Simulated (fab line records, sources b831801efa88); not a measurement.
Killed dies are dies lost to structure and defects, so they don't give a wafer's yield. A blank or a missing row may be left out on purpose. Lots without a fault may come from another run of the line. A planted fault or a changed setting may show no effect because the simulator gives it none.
Chamber matching | flow gf180mcu | GF_V2_CMP_26 on cmp-02: 4 sister chambers
The step polishes, stops on SiO2, t overpolish 15 s, target thk 0 nm. 15 wafers are shown with their chamber, then 7 later ones without.

WAFERS WITH THEIR CHAMBER
wafer  | chamber | motor_current_A (A) | overpolish_run_s (s) | time_to_endpoint_s (s)
L605.1 | 1       | 13.2                | 14.990               | 84
L605.3 | 2       | 11.8                | 15.018               | 84
L605.4 | 3       | 9.7                 | 14.994               | 82
L606.3 | 3       | 9.9                 | 14.996               | 78
L606.5 | 2       | 11.8                | 15.005               | 77
L606.6 | 1       | 12.8                | 15.002               | 78
L608.2 | 0       | 11.1                | 14.998               | 76
L608.3 | 1       | 13.3                | 14.996               | 81
L608.5 | 2       | 12.1                | 14.999               | 80
L611.1 | 0       | 12.1                | 15.015               | 80
L611.4 | 2       | 11.8                | 14.985               | 79
L611.5 | 3       | 9.6                 | 15.007               | 78
L615.1 | 2       | 11.8                | 15.002               | 80
L615.2 | 3       | 9.8                 | 15.003               | 76
L615.3 | 0       | 11.4                | 15.016               | 80

SIGNATURES (means of the wafers above)
reading            | chamber 0 | chamber 1 | chamber 2 | chamber 3 | scatter within a chamber
motor_current_A    | 11.533    | 13.100    | 11.860    | 9.750     | 0.268
overpolish_run_s   | 15.00967  | 14.99600  | 15.00180  | 15.00000  | 0.00929
time_to_endpoint_s | 78.67     | 81.00     | 80.00     | 78.50     | 2.59
Rule: a wafer's distance from a chamber is the root of the sum, over the readings, of the square of ((its reading less the chamber's mean) divided by the reading's scatter). The wafer belongs to the nearest chamber; if the next one is less than 2 further off, it can't be placed. The scatter: the root of (the sum of the squares of (reading less its chamber's mean) over the shown wafers, divided by (wafers less chambers)).

WAFERS WITHOUT THEIR CHAMBER
wafer  | motor_current_A (A) | overpolish_run_s (s) | time_to_endpoint_s (s)
L616.3 | 9.5                 | 14.987               | 77
L616.5 | 13.4                | 15.020               | 80
L616.6 | 11.6                | 14.993               | 79
L620.2 | 11.8                | 14.988               | 82
L620.3 | 12.7                | 14.998               | 83
L621.2 | 10.2                | 14.994               | 80
L622.5 | 11.5                | 15.010               | 85

WHICH CHAMBER EACH WENT THROUGH
wafer  | from the rows above     | in truth
L616.3 | 3                       | 3
L616.5 | 1                       | 1
L616.6 | can't be placed: 2 or 0 | 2
L620.2 | can't be placed: 2 or 0 | 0
L620.3 | can't be placed: 1 or 2 | 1
L621.2 | 3                       | 3
L622.5 | can't be placed: 0 or 2 | 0
Placed correctly: 3 of 7. Can't be placed from these rows: 4 (the true chamber is among the candidates in 4). Placed wrongly: 0.
